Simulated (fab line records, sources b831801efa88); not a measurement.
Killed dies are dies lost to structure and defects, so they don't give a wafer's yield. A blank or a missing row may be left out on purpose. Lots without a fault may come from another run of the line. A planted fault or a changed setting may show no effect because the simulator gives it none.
A struck lot beside a sound one | flow sfq_line | 42 steps out of a route of 325
Sound: wafers L858.2, L858.4, L858.5. Struck: wafers L852.1, L852.5. (L852.4 of the same lot was not struck and is left out.) The cause comes at the end.
At each step with rows: each side's tool, then ch and its chambers, then its first start. Under that, the readings that differ: sound wafers | struck wafers | difference of the means | sigmas: that difference in standard deviations of wafers without a fault.
alike: readings whose means differ by less than 2 such deviations, and words and numbers that are the same on both sides. not compared: withheld readings, readings that some wafer has no value for, bounds like >300 that may hide the same value, and numbers for which the record gives no deviation and whose values overlap.
The two part at a step that has a row with sigmas, a row that says differs or no value, or rows on one side only. Numbers that don't overlap but have no deviation are shown without sigmas and don't part them. A reading that every wafer of one side lacks parts them only if that side has two wafers or more.

first, 6 steps without rows for these wafers: SFQ_TRILAYER_I0_VIA_LITHO_COAT_036 (resist thk 62 nm); SFQ_TRILAYER_I0_VIA_LITHO_COAT_031 (resist thk 650 nm); SFQ_TRILAYER_I0_VIA_LITHO_SOFTBAKE_035; SFQ_TRILAYER_I0_VIA_LITHO_EXPOSE_032 (exposes mask I0, target cd 500 nm); SFQ_TRILAYER_I0_VIA_LITHO_PEB_034 (peb time 60 s); SFQ_TRILAYER_I0_VIA_LITHO_DEVELOP_033 (time 60 s).
SFQ_I0_OVL_MEAS_908:
  sound on overlay-02, day 15 06:48; struck on overlay-01, day 13 11:56
  alike: I0_OVL
SFQ_TRILAYER_I0_VIA_BARC_OPEN_VIA_ETCH_046: etches BARC in O2, target depth 125 nm, time 41.7 s.
  sound on rie_diel-01 ch 0,1,3, day 15 06:50; struck on rie_diel-04 ch 0,3, day 13 11:59
  reading                     | sound       | struck  | difference | sigmas
  drypump_motor_current_A (A) | 5.1 5.9 5.5 | 6.5 6.2 | +0.8       | +2
  alike: oes_product_au
  not compared: rf_hours_counter_h
then, 4 steps without rows for these wafers: SFQ_TRILAYER_I0_VIA_ETCH_VIA_ETCH_034 (etches SiO2 in CHF3, stops on Nb, target depth 260 nm); SFQ_TRILAYER_I0_VIA_STRIP_STRIP_035 (strips in O2); SFQ_TRILAYER_I0_VIA_STRIP_SOLV_CLEAN_036 (cleans in NMP, time 600 s); SFQ_TRILAYER_M1_DEP_PRE_CLEAN_038 (time 22.5 s).
SFQ_TRILAYER_M1_DEP_SPUTTER_037: material Nb, target thk 200 nm, time 133.3 s.
  sound on pvd_sputter-06, day 15 07:47; struck on pvd_sputter-03, day 13 12:56
  alike: substrate_temp_c, throttle_valve_pct
  not compared: model.Nb_of_TRILAYER_M1_DEP_SPUTTER_037.thk_nm
SFQ_M1_RS_MEAS_909: measures by four-point-probe.
  sound on film_metro-02, day 15 07:53; struck on film_metro-03, day 13 13:01
  alike: M1_NB_RS
then, 6 steps without rows for these wafers: SFQ_TRILAYER_M1_LITHO_COAT_044 (resist thk 62 nm); SFQ_TRILAYER_M1_LITHO_COAT_039 (resist thk 600 nm); SFQ_TRILAYER_M1_LITHO_SOFTBAKE_043; SFQ_TRILAYER_M1_LITHO_EXPOSE_040 (exposes mask M1, target cd 500 nm); SFQ_TRILAYER_M1_LITHO_PEB_042 (peb time 60 s); SFQ_TRILAYER_M1_LITHO_DEVELOP_041 (time 60 s).
-- the record jumps here: 5 days lie between the struck wafers' starts before and after --
SFQ_M1_OVL_MEAS_911:
  sound on overlay-01, day 20 14:14; struck on overlay-02, day 18 17:05
  alike: M1_OVL
SFQ_TRILAYER_M1_BARC_OPEN_METAL_ETCH_054: etches BARC in O2, target depth 125 nm, time 41.7 s.
  sound on rie_metal-02 ch 1, day 20 14:16; struck on rie_metal-04 ch 0,1, day 18 17:07
  alike: drypump_motor_current_A, oes_product_au
  not compared: rf_hours_counter_h
SFQ_TRILAYER_M1_ETCH_METAL_ETCH_042: etches Nb in Cl2/Ar, stops on SiO2, target depth 240 nm, time 120 s.
  sound on rie_metal-02 ch 1, day 20 14:20; struck on rie_metal-04 ch 0,1, day 18 17:11
  reading                     | sound          | struck    | difference | sigmas
  drypump_motor_current_A (A) | 5.70 5.70 5.69 | 4.88 5.46 | -0.53      | -2
  alike: oes_product_au
  not compared: rf_hours_counter_h, model.M1.feature_depth_nm, model.etch.depth_nm
SFQ_TRILAYER_M1_STRIP_STRIP_043: strips in O2.
  sound on rie_metal-02 ch 1, day 20 14:27; struck on rie_metal-04 ch 0,1, day 18 17:18
  alike: drypump_motor_current_A, oes_product_au
  not compared: rf_hours_counter_h
then, 2 steps without rows for these wafers: SFQ_TRILAYER_M1_STRIP_SOLV_CLEAN_044 (cleans in NMP, time 600 s); SFQ_TRILAYER_I1_DEP_PECVD_045 (deposits SiO2 from SiH4/N2O, time 111.11 s, target thk 500 nm).
SFQ_TRILAYER_I1_CMP_CMP_046: polishes SiO2.
  sound on cmp-01 ch 0,3, day 20 22:03; struck on cmp-02 ch 0,1, day 19 07:08
  reading                | sound       | struck  | difference | sigmas
  time_to_endpoint_s (s) | 221 222 219 | 200 211 | -15        | -2
  alike: edge_zone_pressure_frac, head_pressure_psi, motor_current_A, platen_rpm
SFQ_I1_BOW_MEAS_912:
  sound on film_metro-04, day 21 01:04; struck on film_metro-01, day 19 09:08
  alike: I1_BOW
then, 7 steps without rows for these wafers: SFQ_TRILAYER_I1_METRO_MEASURE_047; SFQ_TRILAYER_I1_VIA_LITHO_COAT_054 (resist thk 62 nm); SFQ_TRILAYER_I1_VIA_LITHO_COAT_049 (resist thk 650 nm); SFQ_TRILAYER_I1_VIA_LITHO_SOFTBAKE_053; SFQ_TRILAYER_I1_VIA_LITHO_EXPOSE_050 (exposes mask I1, target cd 500 nm); SFQ_TRILAYER_I1_VIA_LITHO_PEB_052 (peb time 60 s); SFQ_TRILAYER_I1_VIA_LITHO_DEVELOP_051 (time 60 s).
-- the record jumps here: 2 days lie between the struck wafers' starts before and after --
SFQ_I1_OVL_MEAS_913:
  sound on overlay-02, day 22 15:20; struck on overlay-02, day 21 09:14
  alike: I1_OVL
then, 1 step without rows for these wafers: SFQ_TRILAYER_I1_VIA_BARC_OPEN_VIA_ETCH_071 (etches BARC in O2, target depth 125 nm, time 41.7 s).
SFQ_TRILAYER_I1_VIA_ETCH_VIA_ETCH_052: etches SiO2 in CHF3, stops on Nb, target depth 260 nm.
  sound on rie_diel-03 ch 1,2,3, day 22 15:24; struck on rie_diel-04 ch 0,1, day 21 09:19
  alike: drypump_motor_current_A, oes_product_au
then, 3 steps without rows for these wafers: SFQ_TRILAYER_I1_VIA_STRIP_STRIP_053 (strips in O2); SFQ_TRILAYER_I1_VIA_STRIP_SOLV_CLEAN_054 (cleans in NMP, time 600 s); SFQ_TRILAYER_M2_DEP_PRE_CLEAN_056 (time 22.5 s).
-- the record jumps here: 65 days lie between the struck wafers' starts before and after --
SFQ_M8_BOW_MEAS_951:
  sound on film_metro-02, day 86 16:20; struck on film_metro-04, day 85 22:43
  alike: M8_BOW
  not compared: model.etest.m1.ohm_um, model.etest.i0.link_ohm, model.etest.m1.ohm_sq, model.etest.i1.link_ohm

WHERE THEY PART
First at SFQ_TRILAYER_I0_VIA_BARC_OPEN_VIA_ETCH_046; last, within this record, at SFQ_TRILAYER_I1_CMP_CMP_046. Later steps at which nothing parts them and some readings are alike: SFQ_I1_BOW_MEAS_912, SFQ_I1_OVL_MEAS_913, SFQ_TRILAYER_I1_VIA_ETCH_VIA_ETCH_052, SFQ_M8_BOW_MEAS_951.

WHY: what the simulator had put in
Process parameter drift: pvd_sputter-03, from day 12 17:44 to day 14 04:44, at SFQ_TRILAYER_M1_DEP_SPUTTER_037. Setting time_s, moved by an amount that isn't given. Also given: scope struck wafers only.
